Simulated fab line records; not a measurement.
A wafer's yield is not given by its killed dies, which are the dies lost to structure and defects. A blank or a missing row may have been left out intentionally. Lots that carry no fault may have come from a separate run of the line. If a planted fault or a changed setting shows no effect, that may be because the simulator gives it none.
Which tool is to blame? + flow gf180mcu + 18 wafers from 6 lots sampled at 2 of the route's 602 steps

== WHAT THE GAUGES READ, wafer by wafer ==
GF_HV_LDD_RS_MEAS_53: measurement is done with a four-point probe.
| lot  | measured     | on           | HV_LDD_RS (ohm/sq) |
|------|--------------|--------------|--------------------|
| L617 | day 13 08:08 | filmMetro-02 | 417.8 418.5 418.9  |
| L619 | day 13 22:56 | filmMetro-04 | 419.8 419.0 419.6  |
| L624 | day 16 02:21 | filmMetro-02 | 418.2 416.9 419.0  |
| L629 | day 17 15:30 | filmMetro-01 | 409.2 410.5 409.9  |
| L632 | day 18 18:00 | filmMetro-01 | 417.4 417.5 418.2  |
| L637 | day 20 01:05 | filmMetro-01 | 418.0 417.5 417.0  |

== EACH LOT AND THE TOOL THAT RAN IT (in order: tool; ch and the chambers of the sampled wafers; start) ==
| lot  | GF_HV_LDD_IMPLANT_36            |
|------|---------------------------------|
| L617 | implanter-03 ch 0, day 12 12:52 |
| L619 | implanter-03 ch 0, day 13 02:26 |
| L624 | implanter-03 ch 0, day 15 03:45 |
| L629 | implanter-03 ch 0, day 16 15:44 |
| L632 | implanter-04 ch 0, day 17 17:50 |
| L637 | implanter-02 ch 0, day 19 00:13 |
- GF_HV_LDD_IMPLANT_36

== THE ANSWER, worked out from the rows above alone ==
Rule: what is usual is taken from the lots themselves. The widest of any qualifying gaps counts: lots, ordered by their means at a reading, are off when they make up no more than a third of the lots, leave a main group of 4 or more, and stand apart from it by 3 or more times the standard deviation of that group's means. If all means in a main group match to the digits the tables above print for the reading, that group is not used. A lot without any number at a reading at which 4 lots or more have one is off too. Where the step has rows for the other lots, those lots are counted as sound.
Off: L629, seen at GF_HV_LDD_RS_MEAS_53 (HV_LDD_RS). The main group has a mean of 418.2 ohm/sq with a standard deviation of 0.69.
If a tool, at a process step before that reading, ran all the lots that are off and no sound lot after the first of them, it fits. The gauges at GF_HV_LDD_RS_MEAS_53 are tried like those tools. One candidate fits, namely implanter-03 at GF_HV_LDD_IMPLANT_36. Its last sound lot is L624 (day 15 03:45), its first lot that is off L629 (day 16 15:44): a fault that began between those two fits.

== WHAT THE SIMULATOR PUT IN ==
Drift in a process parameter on implanter-03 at GF_HV_LDD_IMPLANT_36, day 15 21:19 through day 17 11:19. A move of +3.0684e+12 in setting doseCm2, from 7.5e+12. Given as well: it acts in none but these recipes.
Struck lots among those shown: L629. Same finding as the rule above.
